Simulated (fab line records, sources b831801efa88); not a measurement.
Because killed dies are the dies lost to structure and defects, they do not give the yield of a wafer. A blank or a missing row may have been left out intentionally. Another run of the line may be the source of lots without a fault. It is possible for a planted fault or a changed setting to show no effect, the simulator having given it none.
One fault seen from 2 desks ; flow sky130 ; numbers are kept per desk, each desk with only its own; the story behind them comes last

METROLOGY DESK
What the gauges read, lot by lot, whatever tool the lot ran on: means of the sampled wafers that have a number. The brackets show how far a lot's mean lies from the usual mean; more than 4 standard deviations puts the lot out of limits, marked OUT.
Columns: A = VIA1_BOW at SKY_VIA1_BOW_MEAS_03, usual 82 um; B = cdNm at SKY_VIA1_CD_MEAS_12, usual 150.2 nm; C = VIA1_OVL at SKY_VIA1_OVL_MEAS_13, usual 3 nm
lot;first seen here;A;B;C
L185;day 35 14:37;90;150.5;3
L190;day 37 06:37;80;151.2;-2
L193;day 38 04:23;83;149.2;0
L192;day 38 07:02;80;146.9;0
L195;day 38 19:46;88;149.1;-4
L199;day 39 19:11;79;149.6;-2
This desk's finding: nothing out of limits on any of the 6 lots.

DESK OF THE TOOL OWNER: rieDiel-02
The tool's own readings at SKY_VIA1_ETCH_15 (etches SiO2 in C4F8/O2/Ar, stops on TiN, target depth 351 nm, time 54 s): means of the sampled wafers that have a number, for each lot that ran on this tool. The brackets show how far a lot's mean lies from the usual mean; more than 4 standard deviations puts the lot out of limits, marked OUT.
Columns: A = chamberPressureMTorr at SKY_VIA1_ETCH_15, usual 40.00 mTorr; B = oesProductAu at SKY_VIA1_ETCH_15, usual 0.982 a.u.; C = rfFwdPowerW at SKY_VIA1_ETCH_15, usual 1487 W; D = runLengthS at SKY_VIA1_ETCH_15, usual 82.1 s
lot;first seen here;A;B;C;D
L185;day 36 17:17;40.02;0.985;1487;82.2
L190;day 38 08:29;39.98;0.985;1483;81.6
L193;day 39 06:14;40.01;0.984;1491;79.0 (-6.7) OUT
L192;day 39 08:50;40.01;0.989;1486;79.2 (-6.4) OUT
This desk finds L192, L193 out of limits, L193 being first, at day 39 06:14 (runLengthS at SKY_VIA1_ETCH_15). Within limits: L185, L190.

PUT TOGETHER
On L192, L193, at day 39 06:14, an alarm was possible from the tool owner's desk.
Metrology desk: nothing out of limits seen.
The metrology desk holds a record of L192, L193, inside its limits.
The lots listed all ran SKY_VIA1_ETCH_15 on rieDiel-02.

WHAT HAD BEEN PUT IN BY THE SIMULATOR
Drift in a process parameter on rieDiel-02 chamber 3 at SKY_VIA1_ETCH_15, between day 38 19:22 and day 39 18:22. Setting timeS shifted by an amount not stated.
Struck lots among those shown: L192, L193.
Each desk's first reading out of limits, in hours after the fault started: the tool owner's desk, 11.
